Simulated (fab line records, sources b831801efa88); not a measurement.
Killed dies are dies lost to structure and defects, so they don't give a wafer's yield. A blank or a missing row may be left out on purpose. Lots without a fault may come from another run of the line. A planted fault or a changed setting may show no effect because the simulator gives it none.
fab line records | flow sky130
record lots=5 wafers=15 last_day=49
route steps=708 shown VIA1@474 METAL2@483
lots that met no fault: from a run of the same line without faults
start_h: hours from the record's first day to the start of the lot's first wafer shown | wait_h: hours since the lot's step before | " the same as in the row above | L1.1+2: a row that stands for several wafers | - no value, or no start given | * or withheld: withheld | < > ~ a bound
route shown NAME@n: a module of which the file shows steps, and the number in the route of the first | usual: mean/standard deviation of fault-free wafers | same: alike in all rows | chamber/n: place in a boat | sites: the reading at each site | _std_site: their standard deviation | _edge_site: outer sites' mean less inner sites' | radius_mm: how far each site lies from the wafer's centre | mask NAME#n: copy n | behind: the tool/chamber that last shaped the wafer | hold: why the lot was held/for how many hours/how that ended | device: the transistor (n, p or np) that didn't switch | end of line: the same wafers' tests at the end of the route | a step without rows: its recipe alone | killed: dies lost to structure and defects at the first sort, not the wafer's yield | map: a wafer's dies, x killed, . not, _ none there
set.NAME: the setting as run; set.NAME@STEP: as run at that earlier step | model.NAME: the simulator's own value behind a step, which no gauge read
lots at some steps of the route; a table a step, a row a wafer
services: from which hour (start_h, from the record's first day; less than 0 if before it) a tool's chamber was out of use, for how many hours, and why
## steps
# step SKY_VIA1_STRIP_16
# recipe chemistry=O2/N2 power_w=1400 pressure_mtorr=1500 platen_temp_c=withheld o2_flow_sccm=2858 n2_flow_sccm=300 overash_fraction=0.5
# usual drypump_motor_current_A=5.89/0.29 oes_product_au=0.415/0.0047 strip_time_to_endpoint_s=4.473/0.027
# columns lot.wafer tool chamber start_h wait_h drypump_motor_current_A oes_product_au rf_hours_counter_h strip_time_to_endpoint_s
L075.1 plasma_asher-02 0 806.64 0.0 5.70 0.421 65 4.467
L075.2 " 1 " " 6.29 0.413 65 4.473
L075.3 " 1 " " 6.26 0.420 - 4.439
L077.1 plasma_asher-04 0 821.49 0.0 5.30 0.413 100 4.446
L077.4 " 0 " " 5.34 0.416 - 4.455
L077.6 " 1 " " 5.71 0.405 - 4.419
L083.1 plasma_asher-02 0 874.24 0.0 5.68 0.415 71 4.457
L083.4 " 0 " " 5.70 0.417 - 4.446
L083.5 " 0 " " 5.69 0.410 - 4.456
L089.3 plasma_asher-04 0 912.38 0.1 5.32 0.414 - 4.488
L089.4 " 1 " " 5.72 0.410 - 4.488
L089.6 " 1 " " 5.72 0.414 - 4.504
L091.2 plasma_asher-02 0 934.94 0.0 5.68 0.416 78 4.485
L091.4 " 1 " " 6.26 0.411 - 4.493
L091.6 " 1 " " 6.26 0.408 - 4.465
# step SKY_VIA1_STRIP_17
# recipe chemistry=post_etch_residue_remover time_s=1200 temp_c=72.5
# columns lot.wafer tool chamber start_h wait_h
L075.1+2+3 wet_bench-04 1 806.74 0.1
L077.1+4+6 wet_bench-03 3 821.59 0.1
L083.1+4+5 wet_bench-04 0 874.34 0.1
L089.3+4+6 wet_bench-04 2 912.44 0.0
L091.2+4+6 wet_bench-03 2 935.04 0.1
# step SKY_VIA1_CLEAN_18
# recipe chemistry=IPA time_s=180 temp_c=25
# columns lot.wafer tool chamber start_h wait_h
L075.1+2+3 wet_bench-03 1 807.12 0.0
L077.1+4+6 wet_bench-04 1 821.94 0.0
L083.1+4+5 wet_bench-03 3 874.69 0.0
L089.3+4+6 wet_bench-01 3 912.79 0.0
L091.2+4+6 wet_bench-01 0 935.38 0.0
# step SKY_VIA1_CLEAN_19
# recipe chemistry=O3/DIW dry=n2_spin
# columns lot.wafer tool chamber start_h wait_h
L075.1+2+3 wet_bench-01 0 807.17 0.0
L077.1+4+6 wet_bench-03 1 821.99 0.0
L083.1+4+5 wet_bench-01 0 874.74 0.0
L089.3+4+6 wet_bench-04 0 912.84 0.0
L091.2+4+6 wet_bench-04 0 935.44 0.0
# step SKY_VIA1_SPUTTER_20
# recipe material=TiN target_thk_nm=20 chamber_pressure_pa=5 power_w=4000 time_s=80
# usual chamber_pressure_pa=5.000/0.011 throttle_valve_pct=29.8/1.2
# columns lot.wafer tool chamber start_h wait_h chamber_pressure_pa throttle_valve_pct
L075.1 pvd_sputter-03 - 807.27 0.0 5.003 30.9
L075.2 " - " " 4.982 29.6
L075.3 " - " " 5.027 29.3
L077.1 pvd_sputter-02 - 822.09 0.0 5.013 27.9
L077.4 " - " " 5.007 29.7
L077.6 " - " " 4.985 29.9
L083.1 pvd_sputter-01 - 874.84 0.0 5.005 29.9
L083.4 " - " " 5.010 29.2
L083.5 " - " " 5.004 29.4
L089.3 pvd_sputter-03 - 912.94 0.0 4.995 30.7
L089.4 " - " " 4.991 29.0
L089.6 " - " " 4.993 30.8
L091.2 pvd_sputter-01 - 935.54 0.0 5.000 27.8
L091.4 " - " " 4.990 29.9
L091.6 " - " " 4.987 29.3
# step SKY_VIA1_CVD_21
# recipe material=W target_thk_nm=270 time_s=80.902 temp_c=400 pressure_torr=40
# usual heater_power_w=842/96
# columns lot.wafer tool chamber start_h wait_h heater_power_w since_wet_clean_h
L075.1 cvd_w-02 0 807.33 0.0 754 903
L075.2 " 1 " " 1036 903
L075.3 " 1 " " 1024 -
L077.1 cvd_w-02 0 822.15 0.0 747 918
L077.4 " 1 " " 1062 -
L077.6 " 0 " " 745 -
L083.1 cvd_w-01 0 874.90 0.0 826 471
L083.4 " 0 " " 824 -
L083.5 " 0 " " 807 -
L089.3 cvd_w-01 1 913.06 0.1 824 -
L089.4 " 0 " " 809 -
L089.6 " 0 " " 798 -
L091.2 cvd_w-01 0 935.60 0.0 814 532
L091.4 " 1 " " 823 -
L091.6 " 1 " " 821 -
# step SKY_VIA1_RS_MEAS_22
# recipe thk_meas_gauge=four-point-probe reads=W_of_VIA1_CVD_21+TiN_of_VIA1_SPUTTER_20
# usual VIA1_W_RS=0.425/0.0046
# columns lot.wafer tool chamber start_h wait_h VIA1_W_RS[ohm/sq]
L075.1 film_metro-01 - 807.42 0.1 0.432
L075.2 " - " " 0.426
L075.3 " - " " 0.426
L077.1 film_metro-01 - 822.24 0.1 0.424
L077.4 " - " " 0.414
L077.6 " - " " 0.421
L083.1 film_metro-01 - 874.99 0.1 0.424
L083.4 " - " " 0.430
L083.5 " - " " 0.432
L089.3 film_metro-02 - 913.16 0.1 0.429
L089.4 " - " " 0.419
L089.6 " - " " 0.422
L091.2 film_metro-01 - 935.71 0.1 0.428
L091.4 " - " " 0.435
L091.6 " - " " 0.433
# step SKY_VIA1_THK_MEAS_23
# recipe thk_meas_gauge=xrf reads=W_of_VIA1_CVD_21
# usual VIA1_W_THK=279/3.3
# columns lot.wafer tool chamber start_h wait_h VIA1_W_THK[nm]
L075.1 film_metro-01 - 807.54 0.1 276
L075.2 " - " " 277
L075.3 " - " " 279
L077.1 film_metro-01 - 822.36 0.1 278
L077.4 " - " " 286
L077.6 " - " " 283
L083.1 film_metro-01 - 875.11 0.1 278
L083.4 " - " " 276
L083.5 " - " " 274
L089.3 film_metro-02 - 913.26 0.1 280
L089.4 " - " " 286
L089.6 " - " " 283
L091.2 film_metro-01 - 935.82 0.1 277
L091.4 " - " " 272
L091.6 " - " " 275
# step SKY_VIA1_CMP_24
# recipe stop_on=SiO2 t_overpolish_s=15 down_force_psi=3.5 platen_rpm=60 target_thk_nm=0 pad_velocity_m_s=0.94248
# usual motor_current_A=11.7/1.1 overpolish_run_s=14.999/0.0088 time_to_endpoint_s=66.6/2.8
# columns lot.wafer tool chamber start_h wait_h motor_current_A overpolish_run_s time_to_endpoint_s
L075.3 cmp-02 2 807.60 0.0 10.5 15.001 71.3
L075.2 " 3 " " 13.2 15.004 67.6
L075.1 " 1 " " 10.1 15.003 75.7
L077.4 cmp-01 3 822.42 0.0 11.5 14.989 66.9
L077.1 " 1 " " 14.0 14.985 64.6
L077.6 " 0 " " 12.1 14.992 63.8
L083.1 cmp-01 1 875.17 0.1 13.3 14.993 68.6
L083.4 " 3 " " 11.8 15.012 67.3
L083.5 " 2 " " 11.5 15.003 63.9
L089.3 cmp-02 3 915.71 2.4 12.7 14.990 65.5
L089.4 " 0 " " 12.4 15.021 68.6
L089.6 " 2 " " 10.0 14.984 68.3
L091.4 cmp-02 0 936.01 0.2 11.5 15.004 67.2
L091.2 " 2 " " 9.9 14.997 68.2
L091.6 " 0 " " 11.8 15.000 65.7
# step SKY_METAL2_SPUTTER_00
# recipe material=Ti target_thk_nm=15 power_w=3000 time_s=10 chamber_pressure_pa=0.4
# usual chamber_pressure_pa=0.3999/0.00089 throttle_valve_pct=29.8/1.1
# columns lot.wafer tool chamber start_h wait_h chamber_pressure_pa throttle_valve_pct
L075.1 pvd_sputter-04 - 807.90 0.1 0.3995 27.8
L075.2 " - " " 0.3999 29.2
L075.3 " - " " 0.3990 29.8
L077.1 pvd_sputter-04 - 822.72 0.1 0.4002 28.3
L077.4 " - " " 0.3997 29.9
L077.6 " - " " 0.4002 29.8
L083.1 pvd_sputter-03 - 875.47 0.2 0.4005 29.3
L083.4 " - " " 0.3998 30.8
L083.5 " - " " 0.3984 29.6
L089.3 pvd_sputter-02 - 915.91 0.1 0.3997 30.0
L089.4 " - " " 0.4003 30.5
L089.6 " - " " 0.3993 31.9
L091.2 pvd_sputter-02 - 936.31 0.1 0.3990 32.3
L091.4 " - " " 0.4004 27.7
L091.6 " - " " 0.4001 30.5
# step SKY_METAL2_SPUTTER_01
# recipe material=TiN target_thk_nm=20 power_w=6500 time_s=16.7 chamber_pressure_pa=0.4
# usual chamber_pressure_pa=0.4002/0.00071 throttle_valve_pct=29.8/1.1
# columns lot.wafer tool chamber start_h wait_h chamber_pressure_pa throttle_valve_pct
L075.1 pvd_sputter-04 - 807.92 0.0 0.4008 28.2
L075.2 " - " " 0.4016 29.4
L075.3 " - " " 0.4006 29.9
L077.1 pvd_sputter-04 - 822.74 0.0 0.4004 28.1
L077.4 " - " " 0.4010 30.2
L077.6 " - " " 0.4001 29.7
L083.1 pvd_sputter-03 - 875.49 0.0 0.3998 29.1
L083.4 " - " " 0.3999 30.8
L083.5 " - " " 0.4004 29.4
L089.3 pvd_sputter-02 - 915.93 0.0 0.4008 29.8
L089.4 " - " " 0.4007 30.2
L089.6 " - " " 0.3995 32.2
L091.2 pvd_sputter-02 - 936.33 0.0 0.3993 31.9
L091.4 " - " " 0.4015 27.7
L091.6 " - " " 0.3999 30.6
# step SKY_METAL2_SPUTTER_02
# recipe material=AlCu target_thk_nm=250 power_w=10600 time_s=13.3 chamber_pressure_pa=0.4
# usual chamber_pressure_pa=0.4000/0.00078 throttle_valve_pct=29.8/1.1
# columns lot.wafer tool chamber start_h wait_h chamber_pressure_pa throttle_valve_pct
L075.1 pvd_sputter-04 - 807.95 0.0 0.4003 28.2
L075.2 " - " " 0.3998 29.8
L075.3 " - " " 0.3997 29.7
L077.1 pvd_sputter-04 - 822.77 0.0 0.3993 28.0
L077.4 " - " " 0.4011 30.1
L077.6 " - " " 0.4000 29.8
L083.1 pvd_sputter-03 - 875.52 0.0 0.4006 29.2
L083.4 " - " " 0.4001 30.7
L083.5 " - " " 0.3984 29.5
L089.3 pvd_sputter-02 - 915.96 0.0 0.3988 29.9
L089.4 " - " " 0.4005 30.5
L089.6 " - " " 0.4006 32.1
L091.2 pvd_sputter-02 - 936.36 0.0 0.4001 32.0
L091.4 " - " " 0.4005 27.8
L091.6 " - " " 0.3992 30.6
# step SKY_METAL2_SPUTTER_03
# recipe material=Ti target_thk_nm=5 power_w=3000 time_s=3.3 chamber_pressure_pa=0.4
# usual chamber_pressure_pa=0.4000/0.00082 throttle_valve_pct=29.9/1.1
# columns lot.wafer tool chamber start_h wait_h chamber_pressure_pa throttle_valve_pct
L075.1 pvd_sputter-04 - 807.97 0.0 0.4013 28.0
L075.2 " - " " 0.3999 29.6
L075.3 " - " " 0.3993 29.8
L077.1 pvd_sputter-04 - 822.79 0.0 0.3999 27.9
L077.4 " - " " 0.4002 30.2
L077.6 " - " " 0.4003 29.9
L083.1 pvd_sputter-03 - 875.54 0.0 0.4001 29.1
L083.4 " - " " 0.4012 31.0
L083.5 " - " " 0.3997 29.6
L089.3 pvd_sputter-02 - 915.98 0.0 0.4009 30.1
L089.4 " - " " 0.4008 30.6
L089.6 " - " " 0.3999 32.0
L091.2 pvd_sputter-02 - 936.38 0.0 0.4000 32.0
L091.4 " - " " 0.3993 27.7
L091.6 " - " " 0.3989 30.5
# step SKY_METAL2_SPUTTER_04
# recipe material=TiN target_thk_nm=70 power_w=6500 time_s=58.3 chamber_pressure_pa=0.4
# usual chamber_pressure_pa=0.4001/0.00079 throttle_valve_pct=29.8/1.1
# columns lot.wafer tool chamber start_h wait_h chamber_pressure_pa throttle_valve_pct
L075.1 pvd_sputter-04 - 807.99 0.0 0.4007 28.3
L075.2 " - " " 0.4004 29.6
L075.3 " - " " 0.3997 29.8
L077.1 pvd_sputter-04 - 822.81 0.0 0.4004 28.0
L077.4 " - " " 0.3990 30.1
L077.6 " - " " 0.4008 29.8
L083.1 pvd_sputter-03 - 875.56 0.0 0.4004 29.3
L083.4 " - " " 0.4008 30.7
L083.5 " - " " 0.3995 29.6
L089.3 pvd_sputter-02 - 916.00 0.0 0.4009 29.6
L089.4 " - " " 0.4007 30.2
L089.6 " - " " 0.3989 32.1
L091.2 pvd_sputter-02 - 936.40 0.0 0.3999 31.9
L091.4 " - " " 0.3998 27.8
L091.6 " - " " 0.3993 30.4
# step SKY_METAL2_RS_MEAS_05
# recipe thk_meas_gauge=four-point-probe reads=TiN_of_METAL2_SPUTTER_04+Ti_of_METAL2_SPUTTER_03+AlCu_of_METAL2_SPUTTER_02+TiN_of_METAL2_SPUTTER_01+Ti_of_METAL2_SPUTTER_00
# usual METAL2_ALCU_RS=0.1267/0.0015
# columns lot.wafer tool chamber start_h wait_h METAL2_ALCU_RS[ohm/sq]
L075.1 film_metro-02 - 808.04 0.0 0.1294
L075.2 " - " " 0.1283
L075.3 " - " " 0.1268
L077.1 film_metro-04 - 822.86 0.0 0.1271
L077.4 " - " " 0.1266
L077.6 " - " " 0.1258
L083.1 film_metro-04 - 875.61 0.0 0.1265
L083.4 " - " " 0.1270
L083.5 " - " " 0.1269
L089.3 film_metro-01 - 916.09 0.1 0.1265
L089.4 " - " " 0.1279
L089.6 " - " " 0.1274
L091.2 film_metro-04 - 936.47 0.0 0.1244
L091.4 " - " " 0.1231
L091.6 " - " " 0.1242
# step SKY_METAL2_THK_MEAS_06
# recipe thk_meas_gauge=xrf reads=AlCu_of_METAL2_SPUTTER_02
# usual METAL2_ALCU_THK=253/3.6
# columns lot.wafer tool chamber start_h wait_h METAL2_ALCU_THK[nm]
L075.1 film_metro-02 - 808.16 0.1 249
L075.2 " - " " 249
L075.3 " - " " 253
L077.1 film_metro-04 - 822.98 0.1 252
L077.4 " - " " 253
L077.6 " - " " 254
L083.1 film_metro-04 - 875.73 0.1 256
L083.4 " - " " 253
L083.5 " - " " 253
L089.3 film_metro-01 - 916.19 0.1 252
L089.4 " - " " 246
L089.6 " - " " 249
L091.2 film_metro-04 - 936.58 0.1 258
L091.4 " - " " 261
L091.6 " - " " 260
# step SKY_METAL2_DEHYDRATE_07
# recipe temp_c=200 time_s=60
# usual chill_plate_temp_C=23.00/0.11
# columns lot.wafer tool chamber start_h wait_h chill_plate_temp_C
L075.1 litho_track-01 0 820.83 12.7 23.04
L075.2 " 0 " " 23.04
L075.3 " 0 " " 22.83
L077.1 litho_track-04 0 835.37 12.4 22.97
L077.4 " 0 " " 22.81
L077.6 " 0 " " 22.84
L083.1 litho_track-01 0 888.58 12.8 22.99
L083.4 " 0 " " 22.99
L083.5 " 0 " " 22.96
L089.3 litho_track-01 0 927.33 11.1 22.95
L089.4 " 0 " " 23.19
L089.6 " 0 " " 23.06
L091.2 litho_track-01 0 948.20 11.6 23.09
L091.4 " 0 " " 23.09
L091.6 " 0 " " 23.39
# step SKY_METAL2_HMDS_08
# recipe prime_time_s=60 prime_temp_c=120
# usual chill_plate_temp_C=22.99/0.12
# columns lot.wafer tool chamber start_h wait_h chill_plate_temp_C
L075.1 litho_track-01 0 820.98 0.1 22.99
L075.2 " 0 " " 22.94
L075.3 " 0 " " 23.14
L077.1 litho_track-04 0 835.52 0.1 22.90
L077.4 " 0 " " 22.95
L077.6 " 0 " " 22.94
L083.1 litho_track-01 0 888.73 0.1 23.22
L083.4 " 0 " " 23.22
L083.5 " 0 " " 23.17
L089.3 litho_track-01 0 927.48 0.1 22.86
L089.4 " 0 " " 22.96
L089.6 " 0 " " 22.84
L091.2 litho_track-01 0 948.35 0.1 22.90
L091.4 " 0 " " 22.99
L091.6 " 0 " " 23.14
# step SKY_METAL2_COAT_09
# recipe resist=BARC temp_c=withheld time_s=withheld spin_rpm=3000 resist_thk_nm=60
# usual chill_plate_temp_C=* dispense_pressure_kPa=46.5/1.6
# columns lot.wafer tool chamber start_h wait_h chill_plate_temp_C dispense_pressure_kPa
L075.1 litho_track-01 0 821.13 0.1 * 47.1
L075.2 " 0 " " * 47.1
L075.3 " 0 " " * 47.0
L077.1 litho_track-04 0 835.67 0.1 * 45.1
L077.4 " 0 " " * 45.1
L077.6 " 0 " " * 45.1
L083.1 litho_track-01 0 888.88 0.1 * 47.1
L083.4 " 0 " " * 47.1
L083.5 " 0 " " * 47.1
L089.3 litho_track-01 0 927.63 0.1 * 47.1
L089.4 " 0 " " * 47.1
L089.6 " 0 " " * 47.1
L091.2 litho_track-01 0 948.50 0.1 * 47.0
L091.4 " 0 " " * 47.1
L091.6 " 0 " " * 47.1
# step SKY_METAL2_COAT_10
# recipe resist=KrF-thick spin_rpm=3000 resist_thk_nm=450
# usual chill_plate_temp_C=23.01/0.11 dispense_pressure_kPa=46.5/1.6
# columns lot.wafer tool chamber start_h wait_h chill_plate_temp_C dispense_pressure_kPa
L075.1 litho_track-01 0 - - 23.17 47.1
L075.2 " 0 " " 23.08 47.0
L075.3 " 0 " " 23.00 47.0
L077.1 litho_track-04 0 - - 22.91 45.1
L077.4 " 0 " " 23.10 45.1
L077.6 " 0 " " 23.06 45.1
L083.1 litho_track-01 0 - - 23.14 47.1
L083.4 " 0 " " 23.08 47.0
L083.5 " 0 " " 22.94 47.0
L089.3 litho_track-01 0 - - 23.09 47.0
L089.4 " 0 " " 23.10 47.1
L089.6 " 0 " " 23.16 47.0
L091.2 litho_track-01 0 - - 22.97 47.1
L091.4 " 0 " " 23.01 47.0
L091.6 " 0 " " 22.89 47.0
# step SKY_METAL2_SOFTBAKE_11
# recipe temp_c=100 time_s=90 resist=KrF-thick
# usual chill_plate_temp_C=23.00/0.11
# columns lot.wafer tool chamber start_h wait_h chill_plate_temp_C
L075.1 litho_track-01 0 - - 23.01
L075.2 " 0 " " 23.04
L075.3 " 0 " " 23.06
L077.1 litho_track-04 0 - - 22.97
L077.4 " 0 " " 23.12
L077.6 " 0 " " 22.96
L083.1 litho_track-01 0 - - 22.94
L083.4 " 0 " " 23.10
L083.5 " 0 " " 22.97
L089.3 litho_track-01 0 - - 22.92
L089.4 " 0 " " 22.87
L089.6 " 0 " " 22.73
L091.2 litho_track-01 0 - - 22.96
L091.4 " 0 " " 22.97
L091.6 " 0 " " 22.88
# step SKY_METAL2_EXPOSE_12
# recipe mask_id=MM2 na=0.8 source_shape=annular sigma_inner=0.55 sigma_outer=0.85 target_cd_nm=140 dose_mj=28
# usual reticle_temp_C=23.02/0.094
# same na=0.8 sigma_inner=0.55 sigma_outer=0.85
# columns lot.wafer tool chamber start_h wait_h mask reticle_temp_C
L075.1 krf_scanner-01 0 - - MM2#0 23.02
L075.2 " 0 " " MM2#0 22.85
L075.3 " 0 " " MM2#0 22.74
L077.1 krf_scanner-01 0 - - MM2#0 22.98
L077.4 " 0 " " MM2#0 23.04
L077.6 " 0 " " MM2#0 22.96
L083.1 krf_scanner-02 0 - - MM2#0 23.07
L083.4 " 0 " " MM2#0 23.12
L083.5 " 0 " " MM2#0 22.98
L089.3 krf_scanner-02 0 - - MM2#0 22.97
L089.4 " 0 " " MM2#0 22.92
L089.6 " 0 " " MM2#0 22.91
L091.2 krf_scanner-02 0 - - MM2#0 22.94
L091.4 " 0 " " MM2#0 23.01
L091.6 " 0 " " MM2#0 22.91
# step SKY_METAL2_PEB_13
# recipe peb_temp_c=withheld peb_time_s=withheld resist=KrF-thick
# usual chill_plate_temp_C=*
# columns lot.wafer tool chamber start_h wait_h chill_plate_temp_C
L075.1 litho_track-02 0 - - *
L075.2 " 0 " " *
L075.3 " 0 " " *
L077.1 litho_track-04 0 - - *
L077.4 " 0 " " *
L077.6 " 0 " " *
L083.1 litho_track-04 0 - - *
L083.4 " 0 " " *
L083.5 " 0 " " *
L089.3 litho_track-04 0 - - *
L089.4 " 0 " " *
L089.6 " 0 " " *
L091.2 litho_track-02 0 - - *
L091.4 " 0 " " *
L091.6 " 0 " " *
# step SKY_METAL2_DEVELOP_14
# recipe develop_time_s=60 resist=KrF-thick dev_temp_c=21
# usual chill_plate_temp_C=22.99/0.11
# columns lot.wafer tool chamber start_h wait_h chill_plate_temp_C
L075.1 litho_track-02 0 - - 23.15
L075.2 " 0 " " 23.02
L075.3 " 0 " " 23.11
L077.1 litho_track-04 0 - - 22.84
L077.4 " 0 " " 23.01
L077.6 " 0 " " 23.03
L083.1 litho_track-04 0 - - 23.03
L083.4 " 0 " " 23.21
L083.5 " 0 " " 22.95
L089.3 litho_track-04 0 - - 23.13
L089.4 " 0 " " 22.91
L089.6 " 0 " " 22.96
L091.2 litho_track-02 0 - - 23.13
L091.4 " 0 " " 22.84
L091.6 " 0 " " 23.06
# step SKY_METAL2_CD_MEAS_15
# recipe target_cd_nm=140
# usual cd_nm=140.1/1.3
# columns lot.wafer tool chamber start_h wait_h cd_nm
L075.1 cd_sem-01 - 834.70 - 142.0
L075.2 " - " " 141.1
L075.3 " - " " 140.0
L077.1 cd_sem-02 - 849.52 - 141.4
L077.4 " - " " 141.8
L077.6 " - " " 141.1
L083.1 cd_sem-01 - 901.72 - 138.0
L083.4 " - " " 140.0
L083.5 " - " " 139.7
L089.3 cd_sem-01 - 940.66 - 138.9
L089.4 " - " " 139.7
L089.6 " - " " 140.5
L091.2 cd_sem-01 - 960.92 - 138.4
L091.4 " - " " 138.2
L091.6 " - " " 137.6
# step SKY_METAL2_OVL_MEAS_16
# usual METAL2_OVL=3/4.6
# columns lot.wafer tool chamber start_h wait_h METAL2_OVL[nm]
L075.1 overlay-02 - 834.82 0.1 7
L075.2 " - " " 9
L075.3 " - " " 0
L077.1 overlay-01 - 849.64 0.1 6
L077.4 " - " " 1
L077.6 " - " " 4
L083.1 overlay-01 - 901.84 0.1 -6
L083.4 " - " " 5
L083.5 " - " " 1
L089.3 overlay-01 - 940.75 0.1 2
L089.4 " - " " 0
L089.6 " - " " -5
L091.2 overlay-02 - 961.03 0.1 -3
L091.4 " - " " -3
L091.6 " - " " -4
# step SKY_METAL2_DESCUM_17
# recipe chemistry=O2 source_power_w=150 bias_power_w=0 pressure_mtorr=10 temp_c=40 time_s=8
# usual drypump_motor_current_A=5.99/0.26 oes_product_au=1.002/0.0092
# columns lot.wafer tool chamber start_h wait_h drypump_motor_current_A oes_product_au rf_hours_counter_h
L075.1 rie_metal-02 0 834.86 0.0 5.63 0.980 4
L075.2 " 0 " " 5.64 0.994 -
L075.3 " 0 " " 5.67 0.981 -
L077.1 rie_metal-01 0 849.67 0.0 5.80 1.010 18
L077.4 " 0 " " 5.80 1.021 -
L077.6 " 0 " " 5.81 1.009 -
L083.1 rie_metal-03 0 901.87 0.0 6.18 1.014 1
L083.4 " 0 " " 6.19 1.021 -
L083.5 " 1 " " 6.09 0.993 -
L089.3 rie_metal-03 1 940.79 0.0 6.10 1.000 -
L089.4 " 0 " " 6.19 1.001 -
L089.6 " 1 " " 6.11 1.006 -
L091.2 rie_metal-03 0 961.06 0.0 6.17 1.010 4
L091.4 " 1 " " 6.10 0.993 -
L091.6 " 0 " " 6.19 1.008 -
# step SKY_METAL2_ETCH_18
# recipe chemistry=N2/H2 target=BARC ion_energy_ev=200 bias_w=100 pressure_mtorr=30 n2_flow_sccm=100 h2_flow_sccm=200 icp_w=500 stop_on=SiO2 time_s=45.9 target_depth_a=600
# usual drypump_motor_current_A=6.00/0.26 oes_product_au=0.855/0.0047 throttle_valve_pct=13.225/0.009
# columns lot.wafer tool chamber start_h wait_h drypump_motor_current_A oes_product_au rf_hours_counter_h throttle_valve_pct
L075.1 rie_metal-02 0 834.92 0.1 5.66 0.867 4 13.214
L075.2 " 0 " " 5.64 0.860 - 13.242
L075.3 " 0 " " 5.64 0.859 - 13.222
L077.1 rie_metal-01 0 849.70 0.0 5.81 0.851 18 13.217
L077.4 " 0 " " 5.83 0.856 - 13.229
L077.6 " 0 " " 5.83 0.859 - 13.241
L083.1 rie_metal-03 0 901.90 0.0 6.22 0.850 1 13.220
L083.4 " 0 " " 6.21 0.849 - 13.221
L083.5 " 1 " " 6.10 0.849 - 13.223
L089.3 rie_metal-03 1 940.83 0.0 6.13 0.856 - 13.231
L089.4 " 0 " " 6.22 0.849 - 13.245
L089.6 " 1 " " 6.11 0.856 - 13.226
L091.2 rie_metal-03 0 961.09 0.0 6.21 0.861 4 13.224
L091.4 " 1 " " 6.16 0.848 - 13.217
L091.6 " 0 " " 6.22 0.851 - 13.216
# step SKY_METAL2_METAL_ETCH_19
# recipe target_depth_a=3600 stop_on=SiO2 over_etch_frac=0.3 time_s=78 chemistry=Cl2/BCl3 resist_sidewall_deg=88 pressure_mtorr=10 icp_w=900 bias_w=48.5 Cl2_flow_sccm=60 bcl3_flow_sccm=30
# usual drypump_motor_current_A=5.99/0.26 oes_product_au=0.854/0.0058 throttle_valve_pct=22.265/0.011
# same over_etch_frac=0.3
# columns lot.wafer tool chamber start_h wait_h drypump_motor_current_A oes_product_au rf_hours_counter_h throttle_valve_pct
L075.1 rie_metal-02 0 835.04 0.1 5.68 0.848 4 22.284
L075.2 " 0 " " 5.63 0.847 - 22.258
L075.3 " 0 " " 5.65 0.849 - 22.260
L077.1 rie_metal-01 0 849.77 0.0 5.77 0.855 18 22.264
L077.4 " 0 " " 5.79 0.847 - 22.248
L077.6 " 0 " " 5.81 0.856 - 22.265
L083.1 rie_metal-03 0 901.97 0.0 6.22 0.851 1 22.240
L083.4 " 0 " " 6.20 0.856 - 22.268
L083.5 " 1 " " 6.10 0.855 - 22.249
L089.3 rie_metal-03 1 940.90 0.1 6.10 0.859 - 22.265
L089.4 " 0 " " 6.19 0.853 - 22.275
L089.6 " 1 " " 6.10 0.845 - 22.259
L091.2 rie_metal-03 0 961.15 0.0 6.20 0.859 4 22.269
L091.4 " 1 " " 6.12 0.867 - 22.265
L091.6 " 0 " " 6.21 0.860 - 22.280
# step SKY_METAL2_STRIP_20
# recipe chemistry=O2/N2 power_w=1400 pressure_mtorr=1500 platen_temp_c=withheld o2_flow_sccm=3000 n2_flow_sccm=300 overash_fraction=0.5
# usual drypump_motor_current_A=5.7/0.45 oes_product_au=0.342/0.0047 strip_time_to_endpoint_s=2.69/0.035
# columns lot.wafer tool chamber start_h wait_h drypump_motor_current_A oes_product_au rf_hours_counter_h strip_time_to_endpoint_s
L075.1 plasma_asher-01 0 835.22 0.1 6.3 0.353 41 2.75
L075.2 " 1 " " 5.2 0.355 41 2.76
L075.3 " 0 " " 6.3 0.342 - 2.77
L077.1 plasma_asher-04 1 849.86 0.1 5.7 0.348 103 2.67
L077.4 " 0 " " 5.3 0.333 - 2.71
L077.6 " 1 " " 5.7 0.342 - 2.72
L083.1 plasma_asher-04 0 902.06 0.1 5.3 0.345 109 2.68
L083.4 " 0 " " 5.3 0.350 - 2.65
L083.5 " 0 " " 5.3 0.343 - 2.72
L089.3 plasma_asher-02 0 940.99 0.1 5.7 0.346 - 2.71
L089.4 " 1 " " 6.3 0.349 - 2.70
L089.6 " 1 " " 6.2 0.349 - 2.70
L091.2 plasma_asher-04 1 961.24 0.1 5.7 0.345 115 2.65
L091.4 " 1 " " 5.7 0.339 - 2.70
L091.6 " 1 " " 5.7 0.345 - 2.64
# step SKY_METAL2_STRIP_21
# recipe chemistry=post_etch_residue_remover time_s=1200 temp_c=72.5
# columns lot.wafer tool chamber start_h wait_h
L075.1+2+3 wet_bench-04 0 835.32 0.1
L077.1+4+6 wet_bench-04 1 849.96 0.1
L083.1+4+5 wet_bench-02 1 902.16 0.1
L089.3+4+6 wet_bench-03 2 941.06 0.0
L091.2+4+6 wet_bench-02 1 961.34 0.1
# step SKY_METAL2_CLEAN_22
# recipe chemistry=IPA time_s=180 temp_c=25
# columns lot.wafer tool chamber start_h wait_h
L075.1+2+3 wet_bench-02 3 835.70 0.0
L077.1+4+6 wet_bench-02 3 850.30 0.0
L083.1+4+5 wet_bench-03 2 902.50 0.0
L089.3+4+6 wet_bench-03 1 941.40 0.0
L091.2+4+6 wet_bench-04 0 961.68 0.0
# step SKY_METAL2_CLEAN_23
# recipe chemistry=O3/DIW dry=n2_spin
# columns lot.wafer tool chamber start_h wait_h
L075.1+2+3 wet_bench-04 1 835.76 0.0
L077.1+4+6 wet_bench-03 2 850.36 0.0
L083.1+4+5 wet_bench-04 2 902.57 0.0
L089.3+4+6 wet_bench-02 1 941.46 0.0
L091.2+4+6 wet_bench-03 2 961.75 0.0
## services
# columns tool chamber start_h hours kind
krf_scanner-01 - 787.17 1.3 pm
pvd_sputter-04 - 792.07 0.6 repair
krf_scanner-01 - 792.36 0.8 repair
rie_metal-03 - 805.44 0.8 repair
wet_bench-01 - 821.68 3.6 repair
plasma_asher-04 - 834.18 2.5 repair
rie_metal-01 - 836.05 1.3 repair
plasma_asher-02 - 844.20 8.1 repair
rie_metal-03 - 867.09 0.2 repair
wet_bench-04 - 869.62 4.4 pm
wet_bench-02 - 877.40 1.6 repair
rie_metal-02 0 880.09 9.9 repair
wet_bench-03 - 891.93 6.3 repair
krf_scanner-02 - 898.15 1.0 pm
cmp-02 - 908.09 6.3 pm
krf_scanner-02 - 915.23 0.8 pm
cmp-02 - 918.61 13.6 pm
cmp-02 - 932.69 1.0 repair
cmp-02 - 938.67 4.1 repair
krf_scanner-02 - 942.82 1.3 pm
pvd_sputter-03 - 945.22 2.5 repair
pvd_sputter-03 - 946.85 3.5 repair
rie_metal-03 - 948.42 2.8 pm
cmp-02 - 958.65 0.3 repair
## key
fault none
